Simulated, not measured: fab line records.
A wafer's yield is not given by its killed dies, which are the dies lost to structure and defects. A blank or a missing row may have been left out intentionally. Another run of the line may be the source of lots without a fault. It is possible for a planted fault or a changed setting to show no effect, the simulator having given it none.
fab line records | flow sfq_line
record lots=5 | wafers=27
route steps=325 shown JJ@182 A5B@209 C5@247 I6@266 I7@307 M8@320
start_h: the number of hours between the record's first day and the start of the first shown wafer of the lot | wait_h: time in hours since the lot's previous step | " the same as in the row above | L1.1+2: one row covering several wafers at once | - no value, or no start was given | * or withheld: withheld | < > ~ a bound
route shown NAME@n: a module of which the file shows steps, and the number in the route of the first | usual: average and standard deviation across the fault-free wafers | same: alike in all rows | chamber/n: place in a boat | sites: the reading at each site | _std_site: the standard deviation of these | _edge_site: the outer-site mean with the inner-site mean subtracted | radius_mm: for every site, how far away it sits from the centre of the wafer | mask NAME#n: copy n | behind: the most recent tool/chamber to have shaped the wafer | hold: cause of the lot's hold/its duration in hours/its outcome | device: the transistor (n, p or np) that didn't switch | end of line: at the end of the route, the tests of the same wafers | a step without rows: its recipe alone | killed: at the first sort, the dies lost to defects and structure; wafer yield is something else | map: per-die view of a wafer (x killed, . not killed, _ where there is no die)
set.NAME: the setting as run; set.NAME@STEP: as run at that earlier step | model.NAME: the simulator's own value behind a step, which no gauge read
lots with deliberately changed settings; one table per step, one row per wafer
## steps
# step SFQ_TRILAYER_JJ_TRILAYER_DEP_SPUTTER_112
# recipe material=Nb | base_pressure_pa=1.33e-06 | chamber_pressure_pa=0.1333 | substrate_temp_c=20 | target_thk_nm=170 | power_w=2000 | time_s=113.3
lot.wafer | tool           | chamber | start_h | wait_h | set.time_s | model.Nb_of_TRILAYER_JJ_TRILAYER_DEP_SPUTTER_112.thk_nm
L074.4    | pvd_sputter-03 | -       | 1301.72 | 0.5    | 113.3      | 171.4
L074.5    | "              | -       | "       | "      | 113.3      | 170.4
L074.6    | "              | -       | "       | "      | 113.3      | 169.7
L076.1    | pvd_sputter-03 | -       | 1319.11 | 0.5    | 113.3      | 169.3
L076.2    | "              | -       | "       | "      | 46.61      | 70.47
L076.3    | "              | -       | "       | "      | 113.3      | 172.1
L076.4    | "              | -       | "       | "      | 46.61      | 69.94
L076.5    | "              | -       | "       | "      | 113.3      | 170.1
L076.6    | "              | -       | "       | "      | 46.61      | 72.25
L078.1    | pvd_sputter-03 | -       | 1348.36 | 0.5    | 169.8      | 255.4
L078.2    | "              | -       | "       | "      | 169.8      | 252.9
L078.3    | "              | -       | "       | "      | 169.8      | 253.7
L078.4    | "              | -       | "       | "      | 113.3      | 170.8
L078.5    | "              | -       | "       | "      | 113.3      | 168.9
L078.6    | "              | -       | "       | "      | 113.3      | 169.5
L079.1    | pvd_sputter-03 | -       | 1379.56 | 0.5    | 113.3      | 168.9
L079.2    | "              | -       | "       | "      | 90.39      | 135.2
L079.3    | "              | -       | "       | "      | 113.3      | 170.6
L079.4    | "              | -       | "       | "      | 90.39      | 136.7
L079.5    | "              | -       | "       | "      | 113.3      | 170.8
L079.6    | "              | -       | "       | "      | 90.39      | 136.4
L084.1    | pvd_sputter-04 | -       | 1423.60 | 0.5    | 113.3      | 173.2
L084.2    | "              | -       | "       | "      | 113.3      | 170.5
L084.3    | "              | -       | "       | "      | 113.3      | 171.4
L084.4    | "              | -       | "       | "      | 113.3      | 169.8
L084.5    | "              | -       | "       | "      | 113.3      | 170
L084.6    | "              | -       | "       | "      | 113.3      | 172.3
# step SFQ_JJ_RS_MEAS_929
# recipe thk_meas_gauge=four-point-probe | reads=Nb_of_TRILAYER_JJ_TRILAYER_DEP_SPUTTER_112
# usual JJ_NB_RS=1.049/0.011
lot.wafer | tool          | chamber | start_h | wait_h | set.time_s@TRILAYER_JJ_TRILAYER_DEP_SPUTTER_112 | JJ_NB_RS[ohm/sq]
L074.4    | film_metro-03 | -       | 1301.86 | 0.1    | 113.3                                           | 1.040
L074.5    | "             | -       | "       | "      | 113.3                                           | 1.047
L074.6    | "             | -       | "       | "      | 113.3                                           | 1.051
L076.1    | film_metro-01 | -       | 1319.19 | 0.0    | 113.3                                           | 1.051
L076.2    | "             | -       | "       | "      | 46.61                                           | 2.576
L076.3    | "             | -       | "       | "      | 113.3                                           | 1.035
L076.4    | "             | -       | "       | "      | 46.61                                           | 2.594
L076.5    | "             | -       | "       | "      | 113.3                                           | 1.048
L076.6    | "             | -       | "       | "      | 46.61                                           | 2.512
L078.1    | film_metro-03 | -       | 1348.44 | 0.0    | 169.8                                           | 0.696
L078.2    | "             | -       | "       | "      | 169.8                                           | 0.703
L078.3    | "             | -       | "       | "      | 169.8                                           | 0.700
L078.4    | "             | -       | "       | "      | 113.3                                           | 1.045
L078.5    | "             | -       | "       | "      | 113.3                                           | 1.056
L078.6    | "             | -       | "       | "      | 113.3                                           | 1.052
L079.1    | film_metro-01 | -       | 1379.64 | 0.0    | 113.3                                           | 1.057
L079.2    | "             | -       | "       | "      | 90.39                                           | 1.324
L079.3    | "             | -       | "       | "      | 113.3                                           | 1.045
L079.4    | "             | -       | "       | "      | 90.39                                           | 1.308
L079.5    | "             | -       | "       | "      | 113.3                                           | 1.043
L079.6    | "             | -       | "       | "      | 90.39                                           | 1.311
L084.1    | film_metro-03 | -       | 1423.68 | 0.0    | 113.3                                           | 1.030
L084.2    | "             | -       | "       | "      | 113.3                                           | 1.045
L084.3    | "             | -       | "       | "      | 113.3                                           | 1.041
L084.4    | "             | -       | "       | "      | 113.3                                           | 1.050
L084.5    | "             | -       | "       | "      | 113.3                                           | 1.048
L084.6    | "             | -       | "       | "      | 113.3                                           | 1.035
# step SFQ_TRILAYER_JJ_CE_LITHO_COAT_119
# recipe resist=BARC | spin_rpm=3000 | resist_thk_nm=62
# step SFQ_TRILAYER_JJ_CE_METRO_MEASURE_117
# step SFQ_TRILAYER_JJ_CE_BARC_OPEN_RIE_150
# recipe mask_material=PR | chemistry=O2 | target_depth_nm=240 | target=BARC | icp_w=600 | bias_w=80 | pressure_mtorr=10 | time_s=80
# step SFQ_TRILAYER_JJ_CE_ETCH_RIE_118
# recipe target=Nb | stop_on=Al2O3 | mask_material=PR | taper_deg=13.257 | over_etch_frac=0.15 | time_s=97.7 | chemistry=SF6 | target_depth_nm=170 | icp_w=588.7 | bias_w=80 | pressure_mtorr=10
# usual oes_product_au=0.986/0.0078
lot.wafer | tool         | chamber | start_h | wait_h | set.time_s@TRILAYER_JJ_TRILAYER_DEP_SPUTTER_112 | oes_product_au
L074.4    | rie_metal-04 | 1       | 1305.59 | 0.1    | 113.3                                           | 0.985
L074.5    | "            | 0       | "       | "      | 113.3                                           | 0.973
L074.6    | "            | 1       | "       | "      | 113.3                                           | 0.985
L076.1    | rie_metal-04 | 0       | 1324.71 | 0.1    | 113.3                                           | 0.979
L076.2    | "            | 1       | "       | "      | 46.61                                           | 0.632
L076.3    | "            | 0       | "       | "      | 113.3                                           | 0.987
L076.4    | "            | 1       | "       | "      | 46.61                                           | 0.641
L076.5    | "            | 0       | "       | "      | 113.3                                           | 0.978
L076.6    | "            | 1       | "       | "      | 46.61                                           | 0.638
L078.1    | rie_metal-04 | 1       | 1352.32 | 0.1    | 169.8                                           | 1.004
L078.2    | "            | 0       | "       | "      | 169.8                                           | 0.979
L078.3    | "            | 0       | "       | "      | 169.8                                           | 0.993
L078.4    | "            | 1       | "       | "      | 113.3                                           | 0.987
L078.5    | "            | 1       | "       | "      | 113.3                                           | 0.988
L078.6    | "            | 0       | "       | "      | 113.3                                           | 0.982
L079.1    | rie_metal-03 | 1       | 1392.72 | 0.1    | 113.3                                           | 0.986
L079.2    | "            | 0       | "       | "      | 90.39                                           | 0.867
L079.3    | "            | 0       | "       | "      | 113.3                                           | 0.986
L079.4    | "            | 1       | "       | "      | 90.39                                           | 0.878
L079.5    | "            | 0       | "       | "      | 113.3                                           | 0.988
L079.6    | "            | 1       | "       | "      | 90.39                                           | 0.877
L084.1    | rie_metal-04 | 0       | 1427.64 | 0.1    | 113.3                                           | 0.999
L084.2    | "            | 1       | "       | "      | 113.3                                           | 0.992
L084.3    | "            | 1       | "       | "      | 113.3                                           | 0.995
L084.4    | "            | 0       | "       | "      | 113.3                                           | 0.999
L084.5    | "            | 1       | "       | "      | 113.3                                           | 0.990
L084.6    | "            | 0       | "       | "      | 113.3                                           | 0.997
# step SFQ_TRILAYER_A5B_DEP_PECVD_129
# recipe material=SiO2 | temp_c=150 | time_s=133.33 | pressure_torr=2.4 | rf_w=183.3 | precursor=SiH4/N2O | target_thk_nm=600
lot.wafer | tool     | chamber | start_h | wait_h | set.time_s | model.SiO2_of_TRILAYER_A5B_DEP_PECVD_129.thk_nm
L074.4    | pecvd-03 | 1       | 1311.15 | 0.0    | 133.33     | 616.4
L074.5    | "        | 2       | "       | "      | 133.33     | 607.5
L074.6    | "        | 0       | "       | "      | 133.33     | 593
L076.1    | pecvd-03 | 0       | 1329.40 | 0.0    | 133.33     | 593.1
L076.2    | "        | 2       | "       | "      | 133.33     | 610.7
L076.3    | "        | 1       | "       | "      | 133.33     | 611.9
L076.4    | "        | 2       | "       | "      | 133.33     | 609.4
L076.5    | "        | 1       | "       | "      | 133.33     | 627.2
L076.6    | "        | 0       | "       | "      | 133.33     | 605.3
L078.1    | pecvd-01 | 1       | 1391.52 | 0.0    | 133.33     | 590.5
L078.2    | "        | 0       | "       | "      | 133.33     | 593.7
L078.3    | "        | 2       | "       | "      | 80.28      | 351.8
L078.4    | "        | 1       | "       | "      | 133.33     | 601.7
L078.5    | "        | 0       | "       | "      | 80.28      | 369.9
L078.6    | "        | 2       | "       | "      | 80.28      | 370.4
L079.1    | pecvd-03 | 2       | 1503.26 | 0.0    | 191.7      | 874.2
L079.2    | "        | 1       | "       | "      | 133.33     | 612.3
L079.3    | "        | 0       | "       | "      | 133.33     | 576.1
L079.4    | "        | 0       | "       | "      | 191.7      | 848.3
L079.5    | "        | 2       | "       | "      | 191.7      | 875.4
L079.6    | "        | 1       | "       | "      | 133.33     | 619.4
L084.1    | pecvd-03 | 0       | 1542.73 | 0.0    | 105.5      | 457.2
L084.2    | "        | 1       | "       | "      | 133.33     | 610
L084.3    | "        | 2       | "       | "      | 105.5      | 478.9
L084.4    | "        | 0       | "       | "      | 133.33     | 585.9
L084.5    | "        | 2       | "       | "      | 133.33     | 620.9
L084.6    | "        | 1       | "       | "      | 105.5      | 482.3
# step SFQ_TRILAYER_C5_BARC_OPEN_VIA_ETCH_210
# recipe mask_material=PR | chemistry=O2 | target_depth_nm=125 | target=BARC | source_w=500 | bias_w=80 | pressure_mtorr=30 | time_s=41.7
# usual oes_product_au=0.684/0.0042
lot.wafer | tool        | chamber | start_h | wait_h | set.time_s | oes_product_au | model.KrF_of_TRILAYER_C5_LITHO_COAT_151.thk_nm
L074.4    | rie_diel-03 | 2       | 1517.83 | 0.0    | 41.7       | 0.688          | 579.9
L074.5    | "           | 1       | "       | "      | 41.7       | 0.683          | 577.8
L074.6    | "           | 0       | "       | "      | 41.7       | 0.682          | 579.5
L076.1    | rie_diel-03 | 3       | 1520.25 | 0.0    | 41.7       | 0.682          | 581.8
L076.2    | "           | 1       | "       | "      | 41.7       | 0.680          | 580.4
L076.3    | "           | 2       | "       | "      | 41.7       | 0.686          | 580.5
L076.4    | "           | 0       | "       | "      | 41.7       | 0.680          | 580.1
L076.5    | "           | 2       | "       | "      | 41.7       | 0.690          | 583.7
L076.6    | "           | 3       | "       | "      | 41.7       | 0.687          | 581.7
L078.1    | rie_diel-02 | 0       | 1523.55 | 0.0    | 31.85      | 0.778          | 589.4
L078.2    | "           | 3       | "       | "      | 41.7       | 0.682          | 576.5
L078.3    | "           | 1       | "       | "      | 41.7       | 0.684          | 577.8
L078.4    | "           | 2       | "       | "      | 41.7       | 0.683          | 580
L078.5    | "           | 0       | "       | "      | 31.85      | 0.778          | 591.1
L078.6    | "           | 1       | "       | "      | 31.85      | 0.784          | 589.7
L079.1    | rie_diel-02 | 0       | 1644.05 | 0.0    | 41.7       | 0.683          | 576.5
L079.2    | "           | 3       | "       | "      | 35.02      | 0.740          | 586.3
L079.3    | "           | 2       | "       | "      | 41.7       | 0.686          | 581.3
L079.4    | "           | 1       | "       | "      | 41.7       | 0.695          | 579.4
L079.5    | "           | 0       | "       | "      | 35.02      | 0.742          | 585.6
L079.6    | "           | 1       | "       | "      | 35.02      | 0.741          | 585
L084.1    | rie_diel-02 | 3       | 1660.98 | 0.0    | 41.7       | 0.678          | 578.8
L084.2    | "           | 2       | "       | "      | 41.7       | 0.682          | 576.7
L084.3    | "           | 1       | "       | "      | 41.7       | 0.689          | 576.3
L084.4    | "           | 0       | "       | "      | 41.7       | 0.691          | 578.1
L084.5    | "           | 3       | "       | "      | 41.7       | 0.679          | 577.4
L084.6    | "           | 0       | "       | "      | 41.7       | 0.688          | 578
# step SFQ_TRILAYER_I6_DEP_PECVD_165
# recipe material=SiO2 | temp_c=150 | time_s=111.11 | pressure_torr=2.4 | rf_w=183.3 | precursor=SiH4/N2O | target_thk_nm=500
lot.wafer | tool     | chamber | start_h | wait_h | set.time_s | model.SiO2_of_TRILAYER_I6_DEP_PECVD_165.thk_nm
L074.4    | pecvd-03 | 2       | 1622.16 | 0.0    | 111.11     | 507.6
L074.5    | "        | 0       | "       | "      | 111.11     | 501.4
L074.6    | "        | 1       | "       | "      | 111.11     | 511.1
L076.1    | pecvd-04 | 1       | 1624.53 | 0.0    | 111.11     | 505.7
L076.2    | "        | 0       | "       | "      | 111.11     | 496
L076.3    | "        | 2       | "       | "      | 111.11     | 505.2
L076.4    | "        | 0       | "       | "      | 111.11     | 495.7
L076.5    | "        | 2       | "       | "      | 111.11     | 514.4
L076.6    | "        | 1       | "       | "      | 111.11     | 512.5
L078.1    | pecvd-04 | 0       | 1628.35 | 0.0    | 111.11     | 493.4
L078.2    | "        | 1       | "       | "      | 173.4      | 777.4
L078.3    | "        | 2       | "       | "      | 111.11     | 503.5
L078.4    | "        | 0       | "       | "      | 173.4      | 788.7
L078.5    | "        | 2       | "       | "      | 173.4      | 797.4
L078.6    | "        | 1       | "       | "      | 111.11     | 511.6
L079.1    | pecvd-04 | 1       | 1654.58 | 0.0    | 142.2      | 635.7
L079.2    | "        | 2       | "       | "      | 142.2      | 636.8
L079.3    | "        | 0       | "       | "      | 111.11     | 492
L079.4    | "        | 2       | "       | "      | 111.11     | 507.5
L079.5    | "        | 0       | "       | "      | 111.11     | 499
L079.6    | "        | 1       | "       | "      | 142.2      | 642
L084.1    | pecvd-04 | 1       | 1666.45 | 0.0    | 130.3      | 588.6
L084.2    | "        | 0       | "       | "      | 130.3      | 578.9
L084.3    | "        | 2       | "       | "      | 130.3      | 593
L084.4    | "        | 0       | "       | "      | 111.11     | 500
L084.5    | "        | 2       | "       | "      | 111.11     | 518.6
L084.6    | "        | 1       | "       | "      | 111.11     | 512.9
# step SFQ_TRILAYER_I6_CMP_CMP_166
# recipe material=SiO2 | down_force_psi=3 | platen_rpm=60 | pad_velocity_m_s=0.94248
# usual time_to_endpoint_s=217/10
lot.wafer | tool   | chamber | start_h | wait_h | set.time_s@TRILAYER_I6_DEP_PECVD_165 | time_to_endpoint_s
L074.4    | cmp-02 | 3       | 1622.80 | 0.6    | 111.11                               | 238
L074.5    | "      | 3       | 1624.80 | 2.6    | 111.11                               | 231
L074.6    | "      | 0       | "       | "      | 111.11                               | 227
L076.3    | cmp-02 | 3       | 1625.80 | 1.2    | 111.11                               | 222
L076.1    | "      | 0       | "       | "      | 111.11                               | 220
L076.2    | "      | 1       | "       | "      | 111.11                               | 206
L076.4    | "      | 2       | "       | "      | 111.11                               | 229
L076.5    | "      | 3       | "       | "      | 111.11                               | 234
L076.6    | "      | 0       | "       | "      | 111.11                               | 222
L078.4    | cmp-02 | 1       | 1631.80 | 3.4    | 173.4                                | 405
L078.1    | "      | 2       | "       | "      | 111.11                               | 220
L078.2    | "      | 3       | "       | "      | 173.4                                | 426
L078.3    | "      | 0       | "       | "      | 111.11                               | 218
L078.6    | "      | 1       | "       | "      | 111.11                               | 213
L078.5    | "      | 2       | "       | "      | 173.4                                | 451
L079.2    | cmp-02 | 2       | 1654.66 | 0.0    | 142.2                                | 326
L079.1    | "      | 3       | "       | "      | 142.2                                | 316
L079.4    | "      | 0       | "       | "      | 111.11                               | 209
L079.3    | "      | 1       | "       | "      | 111.11                               | 189
L079.6    | "      | 2       | "       | "      | 142.2                                | 325
L079.5    | "      | 3       | "       | "      | 111.11                               | 220
L084.4    | cmp-02 | 0       | 1669.66 | 3.1    | 111.11                               | 212
L084.3    | "      | 1       | "       | "      | 130.3                                | 273
L084.2    | "      | 2       | "       | "      | 130.3                                | 282
L084.1    | "      | 3       | "       | "      | 130.3                                | 291
L084.5    | "      | 0       | "       | "      | 111.11                               | 226
L084.6    | "      | 1       | "       | "      | 111.11                               | 214
# step SFQ_TRILAYER_I7_VIA_BARC_OPEN_VIA_ETCH_260
# recipe mask_material=PR | chemistry=O2 | target_depth_nm=125 | target=BARC | source_w=500 | bias_w=80 | pressure_mtorr=30 | time_s=41.7
# usual oes_product_au=0.686/0.004
lot.wafer | tool        | chamber | start_h | wait_h | set.time_s | oes_product_au | model.KrF_of_TRILAYER_I7_VIA_LITHO_COAT_187.thk_nm
L074.4    | rie_diel-04 | 1       | 1913.36 | 0.0    | 41.7       | 0.684          | 573.4
L074.5    | "           | 2       | "       | "      | 41.7       | 0.693          | 573.8
L074.6    | "           | 0       | "       | "      | 41.7       | 0.683          | 573
L076.1    | rie_diel-04 | 0       | 1921.74 | 0.0    | 59.88      | 0.656          | 551.4
L076.2    | "           | 1       | "       | "      | 41.7       | 0.693          | 574.4
L076.3    | "           | 2       | "       | "      | 59.88      | 0.646          | 551.2
L076.4    | "           | 3       | "       | "      | 59.88      | 0.648          | 554
L076.5    | "           | 1       | "       | "      | 41.7       | 0.691          | 573.8
L076.6    | "           | 0       | "       | "      | 41.7       | 0.690          | 573.7
L078.1    | rie_diel-04 | 0       | 1926.54 | 0.0    | 41.7       | 0.684          | 572
L078.2    | "           | 1       | "       | "      | 57.53      | 0.652          | 551.9
L078.3    | "           | 3       | "       | "      | 57.53      | 0.648          | 555.6
L078.4    | "           | 2       | "       | "      | 41.7       | 0.691          | 572.5
L078.5    | "           | 2       | "       | "      | 41.7       | 0.684          | 573.2
L078.6    | "           | 3       | "       | "      | 57.53      | 0.663          | 554.9
L079.1    | rie_diel-04 | 0       | 1943.82 | 0.0    | 41.7       | 0.685          | 573
L079.2    | "           | 3       | "       | "      | 19.73      | 0.982          | 601.1
L079.3    | "           | 2       | "       | "      | 19.73      | 0.990          | 599.5
L079.4    | "           | 3       | "       | "      | 19.73      | 0.984          | 601.8
L079.5    | "           | 2       | "       | "      | 41.7       | 0.687          | 574.1
L079.6    | "           | 0       | "       | "      | 41.7       | 0.683          | 573.1
L084.1    | rie_diel-01 | 1       | 1984.62 | 0.0    | 23.08      | 0.934          | 595.3
L084.2    | "           | 3       | "       | "      | 41.7       | 0.683          | 571.1
L084.3    | "           | 2       | "       | "      | 41.7       | 0.688          | 569.4
L084.4    | "           | 0       | "       | "      | 23.08      | 0.934          | 594.8
L084.5    | "           | 1       | "       | "      | 41.7       | 0.683          | 572.7
L084.6    | "           | 2       | "       | "      | 23.08      | 0.935          | 593.2
# step SFQ_TRILAYER_M8_DEP_EVAP_198
# recipe material=Pt | angular_spread_deg=1 | target_thk_nm=50 | time_s=250 | power_w=2000
lot.wafer | tool           | chamber | start_h | wait_h | set.time_s | model.Pt_of_TRILAYER_M8_DEP_EVAP_198.thk_nm
L074.4    | pvd_sputter-01 | -       | 2006.29 | 0.0    | 250        | 50.89
L074.5    | "              | -       | "       | "      | 250        | 49.82
L074.6    | "              | -       | "       | "      | 250        | 50.65
L076.1    | pvd_sputter-01 | -       | 2015.89 | 0.0    | 250        | 50.7
L076.2    | "              | -       | "       | "      | 250        | 50.62
L076.3    | "              | -       | "       | "      | 290.3      | 58.16
L076.4    | "              | -       | "       | "      | 290.3      | 59.5
L076.5    | "              | -       | "       | "      | 290.3      | 59.23
L076.6    | "              | -       | "       | "      | 250        | 50.65
L078.1    | pvd_sputter-01 | -       | 2020.69 | 0.0    | 250        | 50.84
L078.2    | "              | -       | "       | "      | 250        | 50.77
L078.3    | "              | -       | "       | "      | 343.4      | 68.73
L078.4    | "              | -       | "       | "      | 343.4      | 69.31
L078.5    | "              | -       | "       | "      | 343.4      | 68.79
L078.6    | "              | -       | "       | "      | 250        | 50.61
L079.1    | pvd_sputter-01 | -       | 2037.70 | 0.0    | 250        | 50.55
L079.2    | "              | -       | "       | "      | 250        | 50.66
L079.3    | "              | -       | "       | "      | 250        | 50.38
L079.4    | "              | -       | "       | "      | 250        | 49.84
L079.5    | "              | -       | "       | "      | 250        | 50.32
L079.6    | "              | -       | "       | "      | 250        | 50.27
L084.1    | pvd_sputter-01 | -       | 2084.62 | 0.0    | 250        | 50.38
L084.2    | "              | -       | "       | "      | 315.9      | 64.4
L084.3    | "              | -       | "       | "      | 315.9      | 64.05
L084.4    | "              | -       | "       | "      | 250        | 50.78
L084.5    | "              | -       | "       | "      | 250        | 50.49
L084.6    | "              | -       | "       | "      | 315.9      | 63.24
## key
split step=SFQ_TRILAYER_JJ_TRILAYER_DEP_SPUTTER_112 | setting=time_s | stated=113.3 | by=wafer
response step=SFQ_TRILAYER_JJ_TRILAYER_DEP_SPUTTER_112 | reading=model.Nb_of_TRILAYER_JJ_TRILAYER_DEP_SPUTTER_112.thk_nm | change=+1.69 | per=1% | r=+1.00
response step=SFQ_JJ_RS_MEAS_929 | reading=JJ_NB_RS | change=-0.0176 | per=1% | r=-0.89
response step=SFQ_TRILAYER_JJ_CE_ETCH_RIE_118 | reading=oes_product_au | shape=bent | at_lowest=0.637 | at_stated=0.988 | at_highest=0.992
split step=SFQ_TRILAYER_A5B_DEP_PECVD_129 | setting=time_s | stated=133.33 | by=wafer
response step=SFQ_TRILAYER_A5B_DEP_PECVD_129 | reading=model.SiO2_of_TRILAYER_A5B_DEP_PECVD_129.thk_nm | change=+5.97 | per=1% | r=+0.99
split step=SFQ_TRILAYER_C5_BARC_OPEN_VIA_ETCH_210 | setting=time_s | stated=41.7 | by=wafer
response step=SFQ_TRILAYER_C5_BARC_OPEN_VIA_ETCH_210 | reading=oes_product_au | change=-0.00386 | per=1% | r=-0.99
response step=SFQ_TRILAYER_C5_BARC_OPEN_VIA_ETCH_210 | reading=model.KrF_of_TRILAYER_C5_LITHO_COAT_151.thk_nm | change=-0.475 | per=1% | r=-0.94
split step=SFQ_TRILAYER_I6_DEP_PECVD_165 | setting=time_s | stated=111.11 | by=wafer
response step=SFQ_TRILAYER_I6_DEP_PECVD_165 | reading=model.SiO2_of_TRILAYER_I6_DEP_PECVD_165.thk_nm | change=+5.01 | per=1% | r=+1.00
response step=SFQ_TRILAYER_I6_CMP_CMP_166 | reading=time_to_endpoint_s | change=* | per=1% | r=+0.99
split step=SFQ_TRILAYER_I7_VIA_BARC_OPEN_VIA_ETCH_260 | setting=time_s | stated=41.7 | by=wafer
response step=SFQ_TRILAYER_I7_VIA_BARC_OPEN_VIA_ETCH_260 | reading=oes_product_au | shape=bent | at_lowest=0.985 | at_stated=0.687 | at_highest=0.650
response step=SFQ_TRILAYER_I7_VIA_BARC_OPEN_VIA_ETCH_260 | reading=model.KrF_of_TRILAYER_I7_VIA_LITHO_COAT_187.thk_nm | change=-0.51 | per=1% | r=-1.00
split step=SFQ_TRILAYER_M8_DEP_EVAP_198 | setting=time_s | stated=250 | by=wafer
response step=SFQ_TRILAYER_M8_DEP_EVAP_198 | reading=model.Pt_of_TRILAYER_M8_DEP_EVAP_198.thk_nm | change=+0.496 | per=1% | r=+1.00
